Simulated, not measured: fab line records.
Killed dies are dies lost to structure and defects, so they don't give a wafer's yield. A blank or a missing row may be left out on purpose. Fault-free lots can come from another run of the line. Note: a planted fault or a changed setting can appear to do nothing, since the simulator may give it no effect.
Problem report, 8D (eight disciplines) form, completed by code    flow sky130    the parts of the form that need people (team, actions taken, sign-off) are left out

## 1. THE ISSUE
chamber_pressure_pa at SKY_METAL4_SPUTTER_00 reads a mean of 0.4461 Pa on 3 wafers of 2 lots; wafers without a fault read 0.4000 Pa with a standard deviation of 0.00087. That is +53 standard deviations from the usual mean.
The step: material Ti, target thk 15 nm, time 10 s.
The first sign was on wafer L857.5 at day 46 18:27, on pvd_sputter-01. At this step, 36 wafers from 12 lots have a number in the record. Rule for "out" (also "out of limits"): further than 4 standard deviations from the usual mean. Any other wafer with a number is counted as sound.

## 2. WHAT IT IS, AND WHAT IT ISN'T
question                     is                      is not
which readings at this step  chamber_pressure_pa     throttle_valve_pct
which lots                   L857, L859              L842, L843, L848, L851, L852, L854, L855, L856, L860, L864
which wafers of those lots   L857.5, L859.3, L859.5  L857.1, L857.6, L859.4
read on which tools          pvd_sputter-01          pvd_sputter-03, pvd_sputter-04
when                         from day 46 18:27       up to then (29 sound wafers); but 4 sound wafers of L859, L864 came after

## 3. WHAT RULES OUT EACH SUSPECT
Counting: a tool at a process step up to the reading stays a suspect if it ran every lot that is out. Sound lots after the first of them don't rule it out here, since some wafers of a struck lot are sound.
- pvd_sputter-01 at SKY_METAL3_SPUTTER_02 (material AlCu, target thk 735 nm, time 39.1 s): kept. Every lot that is out went through it, the first being L857 (day 43 17:12); the last sound lot it ran before that was L855 (day 43 13:09).
- pvd_sputter-01 at SKY_METAL4_SPUTTER_00 (material Ti, target thk 15 nm, time 10 s): kept. Every lot that is out went through it, the first being L857 (day 46 18:27); the last sound lot it ran before that was L860 (day 46 11:03). Its own chamber_pressure_pa readings are out on those wafers.
What counting leaves: pvd_sputter-01 at SKY_METAL3_SPUTTER_02 and pvd_sputter-01 at SKY_METAL4_SPUTTER_00.

## 4. THE CAUSE (what the simulator had put in)
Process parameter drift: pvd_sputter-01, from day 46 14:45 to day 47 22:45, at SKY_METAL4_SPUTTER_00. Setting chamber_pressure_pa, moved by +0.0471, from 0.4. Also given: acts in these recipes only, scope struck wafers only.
After counting, 2 suspects remain, this tool included.

## 5. THE EFFECT CHAIN, in route order
Each row: a reading whose mean over the struck wafers that have a number lies more than 3 standard deviations from the usual. Readings are gone through only where the record gives a usual standard deviation; hours: the median, over the lots, of the time from a lot's start at the first step in this table giving one to that lot's start at this step; sigmas: the change measured in usual standard deviations.
hours  step                   reading              usual      on struck wafers  change   sigmas
0      SKY_METAL4_SPUTTER_00  chamber_pressure_pa  0.4000 Pa  0.4461            +0.0461  +53
Here are the process steps it includes:
- SKY_METAL4_SPUTTER_00: material Ti, target thk 15 nm, time 10 s.

## 6. HOW IT WOULD HAVE BEEN CAUGHT EARLIER
In this record the first reading out of limits was taken at day 46 18:27, 4 hours after the fault began at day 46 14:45.
